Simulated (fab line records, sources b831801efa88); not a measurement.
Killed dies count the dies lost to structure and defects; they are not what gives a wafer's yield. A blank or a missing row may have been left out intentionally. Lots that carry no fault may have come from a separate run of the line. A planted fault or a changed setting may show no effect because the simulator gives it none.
Matching of chambers || flow gf180mcu || 4 sister chambers for GF_V4_ETCH_16 on rie-diel-02
The step etches BARC in N2/H2. 8 wafers are shown with their chamber, then 8 later ones without.

## WAFERS, EACH WITH ITS CHAMBER
{"wafer": "L084.6", "chamber": 1, "drypump-motor-current-A (A)": 6.4, "rf-fwd-power-W (W)": 493.2}
{"wafer": "L085.2", "chamber": 1, "drypump-motor-current-A (A)": 6.4, "rf-fwd-power-W (W)": 493.8}
{"wafer": "L085.3", "chamber": 0, "drypump-motor-current-A (A)": 6.2, "rf-fwd-power-W (W)": 491.4}
{"wafer": "L085.4", "chamber": 2, "drypump-motor-current-A (A)": 5.8, "rf-fwd-power-W (W)": 491.5}
{"wafer": "L087.1", "chamber": 3, "drypump-motor-current-A (A)": 5.9, "rf-fwd-power-W (W)": 495.7}
{"wafer": "L087.2", "chamber": 2, "drypump-motor-current-A (A)": 5.8, "rf-fwd-power-W (W)": 494.5}
{"wafer": "L087.3", "chamber": 0, "drypump-motor-current-A (A)": 6.3, "rf-fwd-power-W (W)": 493.4}
{"wafer": "L090.2", "chamber": 3, "drypump-motor-current-A (A)": 5.9, "rf-fwd-power-W (W)": 497.8}

## WAFERS MISSING THEIR CHAMBER
{"wafer": "L090.4", "drypump-motor-current-A (A)": 6.4, "rf-fwd-power-W (W)": 493.9}
{"wafer": "L090.5", "drypump-motor-current-A (A)": 5.9, "rf-fwd-power-W (W)": 496.6}
{"wafer": "L094.1", "drypump-motor-current-A (A)": 6.3, "rf-fwd-power-W (W)": 493.3}
{"wafer": "L094.4", "drypump-motor-current-A (A)": 5.8, "rf-fwd-power-W (W)": 493.9}
{"wafer": "L094.5", "drypump-motor-current-A (A)": 5.9, "rf-fwd-power-W (W)": 496.1}
{"wafer": "L095.1", "drypump-motor-current-A (A)": 6.3, "rf-fwd-power-W (W)": 495.5}
{"wafer": "L095.3", "drypump-motor-current-A (A)": 6.4, "rf-fwd-power-W (W)": 495.9}
{"wafer": "L095.6", "drypump-motor-current-A (A)": 5.9, "rf-fwd-power-W (W)": 496.9}

## THE CHAMBER EACH PASSED THROUGH
{"wafer": "L090.4", "from the rows above": 1, "in truth": 1}
{"wafer": "L090.5", "from the rows above": 3, "in truth": 3}
{"wafer": "L094.1", "from the rows above": "can't be placed: 0 or 1", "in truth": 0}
{"wafer": "L094.4", "from the rows above": 2, "in truth": 2}
{"wafer": "L094.5", "from the rows above": 3, "in truth": 3}
{"wafer": "L095.1", "from the rows above": "can't be placed: 0 or 1", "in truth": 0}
{"wafer": "L095.3", "from the rows above": 1, "in truth": 1}
{"wafer": "L095.6", "from the rows above": 3, "in truth": 3}
Correctly placed: 6 of 8. Can't be placed from these rows: 2 (the true chamber is among the candidates in 2). Number placed wrongly: 0.
How it was worked out, from the rows above alone: a wafer's distance from a chamber is the root of the sum, over the readings, of the square of ((its reading less the chamber's mean) divided by the reading's scatter). If the next closest chamber is less than 2 further off than the closest, the wafer can't be placed; otherwise it belongs to the closest. For every chamber, the mean is computed from those of its wafers that are shown. The scatter is the square root of a quotient: the sum, over the shown wafers, of each reading's squared deviation from its chamber's mean, divided by wafers minus chambers.
